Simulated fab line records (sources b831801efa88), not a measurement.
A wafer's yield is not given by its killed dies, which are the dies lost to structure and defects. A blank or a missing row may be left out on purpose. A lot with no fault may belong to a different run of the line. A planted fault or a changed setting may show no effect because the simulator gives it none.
A lot that was struck, set against a sound lot || flow sky130 || 15 out of 708 route steps
Sound: these wafers, L865.1, L865.3, L865.4. Struck: wafers L869.1, L869.2, L869.6. The cause is named last.
At each step with rows: each side's tool, then ch and its chambers, then its first start. Under that, the readings that differ: sound wafers || struck wafers || difference of the means || sigmas: that difference in standard deviations of wafers without a fault.
alike: a reading whose means differ by less than 2 such deviations, as well as words and numbers matching on both sides. not compared: withheld readings; readings where some wafer has no value; bounds like >300 that might hide an equal value; numbers whose values overlap and for which the record gives no deviation.
A row with sigmas, a row that says differs or no value, or rows on one side alone: a step with any of these is where the two part. When numbers do not overlap yet have no deviation, they are printed without sigmas and do not part them. Lack of a reading on every wafer of one side parts them only where that side has two or more wafers.

first, 6 steps without rows for these wafers: SKY_VIA4_HMDS_05 (prime time 60 s); SKY_VIA4_COAT_06 (resist thk 1140 nm); SKY_VIA4_SOFTBAKE_07 (time 60 s); SKY_VIA4_EXPOSE_08 (exposes mask VIM4, target cd 800 nm); SKY_VIA4_PEB_09; SKY_VIA4_DEVELOP_10 (develop time 60 s).
SKY_VIA4_OVL_MEAS_11:
  struck on overlay-02, day 44 20:20; sound on overlay-02, day 42 21:44
  alike: VIA4_OVL
SKY_VIA4_ETCH_12: etches SiO2 in C4F8/O2/Ar, stops on TiN, target depth 580 nm.
  sound on rie_diel-02 ch 1,2,3, day 42 21:46; struck on rie_diel-01 ch 2,3, day 44 20:22
  alike: oes_product_au
SKY_VIA4_STRIP_13: strips in O2/N2.
  sound on plasma_asher-04 ch 0,1, day 42 21:51; struck on plasma_asher-04 ch 0,1, day 44 20:26
  alike: drypump_motor_current_A, oes_product_au, strip_time_to_endpoint_s
  not compared: rf_hours_counter_h
then, 3 steps without rows for these wafers: SKY_VIA4_STRIP_14 (strips in post etch residue remover, time 1200 s); SKY_VIA4_CLEAN_15 (cleans in IPA, time 180 s); SKY_VIA4_CLEAN_16 (cleans in O3/DIW).
SKY_VIA4_SPUTTER_17: material TiN, target thk 20 nm, time 80 s.
  struck on pvd_sputter-02, day 44 21:02; sound on pvd_sputter-04, day 42 22:28
{"reading": "model.TiN_of_VIA4_SPUTTER_17.thk_nm (nm)", "sound": "20.27 19.95 20.43", "struck": "26.11 25.86 26.28", "difference": "+5.87", "sigmas": ""}
  alike: cathode_dc_power_W, throttle_valve_pct
SKY_VIA4_CVD_18: deposits W, target thk 505 nm, time 152.14 s.
  sound on cvd_w-01 ch 0,1, day 42 22:32; struck on cvd_w-02 ch 0,1, day 44 21:05
{"reading": "heater_power_w (W)", "sound": "784 761 857", "struck": "878 1057 1055", "difference": "+196", "sigmas": "+2"}
  alike: chamber_pressure_Torr
-- the record jumps here: 3 days lie between the struck wafers' starts before and after (it left off in module VIA4 and takes up again in module PAD_OPEN, whose first step shown is number 708 of the route) --
SKY_PAD_OPEN_PROBE_99:
  struck on prober-01, day 47 14:56; sound on prober-01, day 45 19:35
  alike: defect_limited_yield, killed_at_M0_to_M3, killed_at_M4_up, killed_at_contacts, killed_at_front_end, killed_at_other, killed_dies, killed_open, killed_short, sort_bin_3_pad_short, sort_bin_5_function, sort_bin_6_memory, sort_n_pass, sort_yield_pct

WHERE THEY PART
At SKY_VIA4_CVD_18 and nowhere else, as far as this record goes. Later steps at which nothing parts them and some readings are alike: SKY_PAD_OPEN_PROBE_99.

WHY: what the simulator had put in
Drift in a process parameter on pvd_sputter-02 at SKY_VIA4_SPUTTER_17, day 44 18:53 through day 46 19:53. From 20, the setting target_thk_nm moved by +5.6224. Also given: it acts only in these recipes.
